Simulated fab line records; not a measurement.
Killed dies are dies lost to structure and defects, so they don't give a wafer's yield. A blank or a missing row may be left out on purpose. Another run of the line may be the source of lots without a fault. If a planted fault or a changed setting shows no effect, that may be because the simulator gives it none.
Which tool did it? | flow sky130 | 37 wafers from 13 lots sampled at 4 of the route's 708 steps

WHAT THE GAUGES SHOWED, per wafer
SKY_FIELD_ISO_THK_MEAS_04. Usual: FIELD_ISO_CVD_03_THK 166.0 nm, standard deviation 1.4.
lot  | measured    | on           | FIELD_ISO_CVD_03_THK (nm) | flag
L683 | day 1 14:01 | filmMetro-01 | 166.2 163.7 165.1         | 
L684 | day 1 19:16 | filmMetro-01 | 165.9 165.5 167.0         | 
L686 | day 2 05:25 | filmMetro-01 | 166.4 165.9 166.9         | 
L687 | day 2 09:41 | filmMetro-04 | 166.5 165.6 166.9         | 
L690 | day 3 02:58 | filmMetro-01 | 166.5 167.1 167.6         | 
L691 | day 3 06:06 | filmMetro-01 | 166.0 165.6               | 
L692 | day 3 11:40 | filmMetro-01 | 169.3 167.0               | 
L697 | day 4 11:31 | filmMetro-03 | 163.9 163.3 165.2         | 
L698 | day 4 19:08 | filmMetro-03 | 164.0 165.7 165.3         | 
L699 | day 5 00:32 | filmMetro-04 | 166.2 166.2 165.9         | 
L702 | day 5 13:25 | filmMetro-04 | 166.1 165.4 166.1         | 
L704 | day 5 22:45 | filmMetro-04 | 163.5 163.7 162.6         | 
L706 | day 6 09:08 | filmMetro-04 | 164.6 164.7 164.1         | 

SKY_VT_ADJUST_LVTN_OVL_MEAS_07. Usual: VT_ADJUST_LVTN_OVL -0.3 nm, standard deviation 1.4.
lot  | measured     | on         | VT_ADJUST_LVTN_OVL (nm) | flag
L683 | day 6 17:29  | overlay-02 | 1.3 1.5 1.6             | 
L684 | day 7 04:11  | overlay-02 | -0.7 0.8 -0.3           | 
L686 | day 7 13:56  | overlay-01 | -1.9 1.0 0.8            | 
L687 | day 7 18:38  | overlay-02 | 0.1 0.7 0.7             | 
L690 | day 8 20:29  | overlay-02 | -1.0 -0.1 -1.0          | 
L691 | day 8 22:47  | overlay-02 | 2.1 -2.5                | 
L692 | day 9 04:35  | overlay-01 | -1.1 -0.1               | 
L697 | day 10 16:45 | overlay-02 | -1.1 2.4 0.9            | 
L698 | day 11 01:17 | overlay-02 | -1.8 -1.5 -3.1          | 
L699 | day 11 08:17 | overlay-01 | -0.9 1.8 1.1            | 
L702 | day 12 10:05 | overlay-01 | -1.0 0.9 -1.9           | 
L704 | day 12 17:22 | overlay-02 | -0.3 -0.5 -0.9          | 
L706 | day 13 02:32 | overlay-02 | 0.1 -3.4 -1.6           | 

EACH LOT AND THE TOOL THAT RAN IT (in order: tool; ch and the chambers of the sampled wafers; start)
lot  | SKY_FIELD_ISO_STRIP_16             | SKY_FIELD_ISO_ETCH_17
L683 | plasmaAsher-01 ch 0,1, day 2 05:20 | rieSi-01 ch 0,1,3, day 2 05:26
L684 | plasmaAsher-03 ch 0,1, day 2 10:07 | rieSi-02 ch 1,2, day 2 10:13
L686 | plasmaAsher-01 ch 0,1, day 2 20:35 | rieSi-01 ch 0,2,3, day 2 20:41
L687 | plasmaAsher-03 ch 0,1, day 3 01:05 | rieSi-02 ch 2,3, day 3 01:11
L690 | plasmaAsher-01 ch 0,1, day 3 19:05 | rieSi-01 ch 0,1, day 3 19:11
L691 | plasmaAsher-03 ch 0,1, day 3 22:23 | rieSi-01 ch 0,1, day 3 22:29
L692 | plasmaAsher-01 ch 0, day 4 04:04   | rieSi-01 ch 1,2, day 4 04:10
L697 | plasmaAsher-03 ch 0,1, day 5 04:22 | rieSi-02 ch 2,3, day 5 04:26
L698 | plasmaAsher-02 ch 1, day 5 12:55   | rieSi-02 ch 1,2,3, day 5 13:01
L699 | plasmaAsher-02 ch 0,1, day 5 18:26 | rieSi-02 ch 0,2,3, day 5 18:32
L702 | plasmaAsher-03 ch 0,1, day 6 07:49 | rieSi-02 ch 0,2,3, day 6 07:55
L704 | plasmaAsher-01 ch 0,1, day 6 17:17 | rieSi-02 ch 0,1,2, day 6 17:23
L706 | plasmaAsher-01 ch 0,1, day 7 03:28 | rieSi-02 ch 0,2,3, day 7 03:34
- SKY_FIELD_ISO_STRIP_16: strips in O2/N2.
- SKY_FIELD_ISO_ETCH_17: etches Si in HBr/Cl2/O2, target depth 342 nm, time 97.7 s.

WHAT THE TOOLS THEMSELVES READ (means of the sampled wafers that have a number; where no wafer has one, the mark that the record gives instead)
SKY_FIELD_ISO_STRIP_16. Usual: drypumpMotorCurrentA 5.8 A, standard deviation 0.59; n2FlowSccm 300.0 sccm, standard deviation 0.91; oesProductAu 0.378 a.u., standard deviation 0.0044; stripTimeToEndpointS 3.561 s, standard deviation 0.028.
lot  | tool           | drypumpMotorCurrentA (A) | n2FlowSccm (sccm) | oesProductAu (a.u.) | stripTimeToEndpointS (s) | flag
L683 | plasmaAsher-01 | 6.1                      | 299.9             | 0.380               | 3.536                    | 
L684 | plasmaAsher-03 | 5.6                      | 300.5             | 0.376               | 3.576                    | 
L686 | plasmaAsher-01 | 5.7                      | 299.9             | 0.382               | 3.542                    | 
L687 | plasmaAsher-03 | 5.6                      | 300.0             | 0.379               | 3.550                    | 
L690 | plasmaAsher-01 | 5.7                      | 299.1             | 0.380               | 3.557                    | 
L691 | plasmaAsher-03 | 5.9                      | 298.6             | 0.378               | 3.576                    | 
L692 | plasmaAsher-01 | 5.3                      | 301.3             | 0.380               | 3.575                    | 
L697 | plasmaAsher-03 | 6.1                      | 300.3             | 0.376               | 3.551                    | 
L698 | plasmaAsher-02 | 5.1                      | 301.4             | 0.377               | 3.572                    | 
L699 | plasmaAsher-02 | 5.7                      | 298.6             | 0.376               | 3.541                    | 
L702 | plasmaAsher-03 | 6.1                      | 299.7             | 0.381               | 3.584                    | 
L704 | plasmaAsher-01 | 6.1                      | 300.6             | 0.378               | 3.553                    | 
L706 | plasmaAsher-01 | 5.7                      | 299.2             | 0.378               | 3.544                    | 

SKY_FIELD_ISO_ETCH_17. Usual: O2_flow_sccm 5.999 sccm, standard deviation 0.019; drypumpMotorCurrentA 5.5 A, standard deviation 0.61; oesProductAu 1.002 a.u., standard deviation 0.0072; runLengthS 126.0 s, standard deviation 0.44; throttleValvePct 25.654 %, standard deviation 0.01.
lot  | tool     | O2_flow_sccm (sccm) | drypumpMotorCurrentA (A) | oesProductAu (a.u.) | runLengthS (s) | throttleValvePct (%) | flag
L683 | rieSi-01 | 5.986               | 6.1                      | 0.996               | 126.0          | 25.669               | 
L684 | rieSi-02 | 6.008               | 5.1                      | 1.004               | 125.9          | 25.660               | 
L686 | rieSi-01 | 5.991               | 5.6                      | 0.996               | 126.2          | 25.659               | 
L687 | rieSi-02 | 5.994               | 4.9                      | 1.002               | 125.6          | 25.650               | 
L690 | rieSi-01 | 5.998               | 6.5                      | 1.001               | 122.4          | 25.657               | OFF
L691 | rieSi-01 | 5.982               | 6.5                      | 0.998               | 120.7          | 25.657               | OFF
L692 | rieSi-01 | 6.014               | 5.8                      | 0.994               | 120.8          | 25.657               | OFF
L697 | rieSi-02 | 6.008               | 4.9                      | 1.003               | 125.5          | 25.652               | 
L698 | rieSi-02 | 5.980               | 5.0                      | 1.008               | 125.6          | 25.646               | 
L699 | rieSi-02 | 5.994               | 5.1                      | 0.999               | 125.8          | 25.657               | 
L702 | rieSi-02 | 6.006               | 5.1                      | 0.998               | 125.7          | 25.652               | 
L704 | rieSi-02 | 6.020               | 5.2                      | 1.007               | 126.1          | 25.639               | 
L706 | rieSi-02 | 5.999               | 5.1                      | 1.002               | 125.9          | 25.659               | 

THE ANSWER, worked out from the rows above alone
Rule: take the mean of a lot's wafers that have a number; if it is more than 3 standard deviations from the usual mean, the lot is off. A lot without any number at a reading at which 4 lots or more have one is off too. All remaining lots with rows at the step are treated as sound. First the gauges in route order, then the tools' own readings, where a lot's mean is used as printed above. The first step at which some lot is off is used, and at that step the reading that is off furthest; a lot without a number counts as furthest.
Off, at SKY_FIELD_ISO_ETCH_17 on runLengthS: L690, L691, L692.
A tool fits if, at that step or a process step before it, it ran every lot that is off, and no sound lot after the first of them. One fits: SKY_FIELD_ISO_ETCH_17 on rieSi-01. A fault onset in the window from L686 (day 2 20:41, its last sound lot) to L690 (day 3 19:11, its first lot off) fits.
The tool's own readings at SKY_FIELD_ISO_ETCH_17 bear it out: on the lots that are off they differ by more than 5 times the standard deviation of the sound lots' means. runLengthS reads 121.3 s there against 125.8 s on the sound lots.

WHAT THE SIMULATOR HAD PUT IN
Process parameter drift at SKY_FIELD_ISO_ETCH_17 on rieSi-01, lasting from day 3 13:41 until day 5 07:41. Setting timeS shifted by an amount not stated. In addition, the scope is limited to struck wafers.
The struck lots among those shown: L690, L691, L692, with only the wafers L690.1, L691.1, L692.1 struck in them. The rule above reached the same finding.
